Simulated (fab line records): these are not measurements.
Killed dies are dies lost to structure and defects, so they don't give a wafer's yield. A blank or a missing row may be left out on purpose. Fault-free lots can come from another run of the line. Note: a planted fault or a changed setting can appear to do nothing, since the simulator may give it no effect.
Which tool did it? | flow gf180mcu | 7 lots, 21 wafers sampled, at 3 steps of a route of 602

== WHAT THE GAUGES READ, wafer by wafer ==
GF_VT_IMPLANT_RS_MEAS_49: measurement is done with a four-point probe.
lot  | measured     | on            | MVPSD_RS (ohm/sq)
L178 | day 7 18:16  | film-metro-02 | 1167 1167 1171
L180 | day 8 10:18  | film-metro-03 | 1169 1171 1170
L183 | day 9 09:09  | film-metro-04 | 1172 1171 1173
L186 | day 10 02:49 | film-metro-02 | 1170 1169 1168
L188 | day 10 18:10 | film-metro-04 | 1164 1166 1166
L193 | day 12 00:49 | film-metro-02 | 1163 1167 1211
L200 | day 13 23:08 | film-metro-03 | 1165 1169 1163

== WHAT TOOL EACH LOT RAN ON (gives the tool, then ch and the chambers of the sampled wafers, and finally the start) ==
lot  | GF_MVSD_STRIP_10                     | GF_MVPSD_IMPLANT_09
L178 | plasma-asher-02 ch 0,1, day 4 14:29  | implanter-01 ch 0, day 5 04:56
L180 | plasma-asher-02 ch 0,1, day 5 04:32  | implanter-01 ch 0, day 5 18:40
L183 | plasma-asher-01 ch 0,1, day 6 00:52  | implanter-03 ch 0, day 6 16:08
L186 | plasma-asher-02 ch 0,1, day 6 15:08  | implanter-03 ch 0, day 7 06:29
L188 | plasma-asher-01 ch 0, day 7 03:23    | implanter-03 ch 0, day 7 19:26
L193 | plasma-asher-01 ch 0,1, day 8 06:52  | implanter-03 ch 0, day 8 23:26
L200 | plasma-asher-03 ch 0,1, day 10 01:08 | implanter-01 ch 0, day 10 19:32
- GF_MVSD_STRIP_10: strips in O2/N2.
- GF_MVPSD_IMPLANT_09

== THE ANSWER, worked out from the rows above alone ==
Rule: what is usual is taken from the lots themselves. Put in order of their means at a reading, lots are off if they are a third of the lots or fewer, leave a main group of 4 or more, and stand apart from it by a gap of 3 or more times the standard deviation of the main group's means; of several such gaps the widest counts. A main group whose means are all the same, to the digits that the tables above print for the reading, isn't used. Also off: a lot with no number at a reading for which 4 or more lots have one. All remaining lots with rows at the step are treated as sound.
Off: L193, seen at GF_VT_IMPLANT_RS_MEAS_49 (MVPSD_RS). Mean 1168 ohm/sq and standard deviation 2.3 in the main group.
A tool fits if, at a process step before that reading, it ran every lot that is off, and no sound lot after the first of them. Gauges at GF_VT_IMPLANT_RS_MEAS_49: tried the same way as those tools. Can't be told from this: 3 tools fit, plasma-asher-01 at GF_MVSD_STRIP_10, implanter-03 at GF_MVPSD_IMPLANT_09, film-metro-02 at GF_VT_IMPLANT_RS_MEAS_49.

== WHAT THE SIMULATOR PUT IN ==
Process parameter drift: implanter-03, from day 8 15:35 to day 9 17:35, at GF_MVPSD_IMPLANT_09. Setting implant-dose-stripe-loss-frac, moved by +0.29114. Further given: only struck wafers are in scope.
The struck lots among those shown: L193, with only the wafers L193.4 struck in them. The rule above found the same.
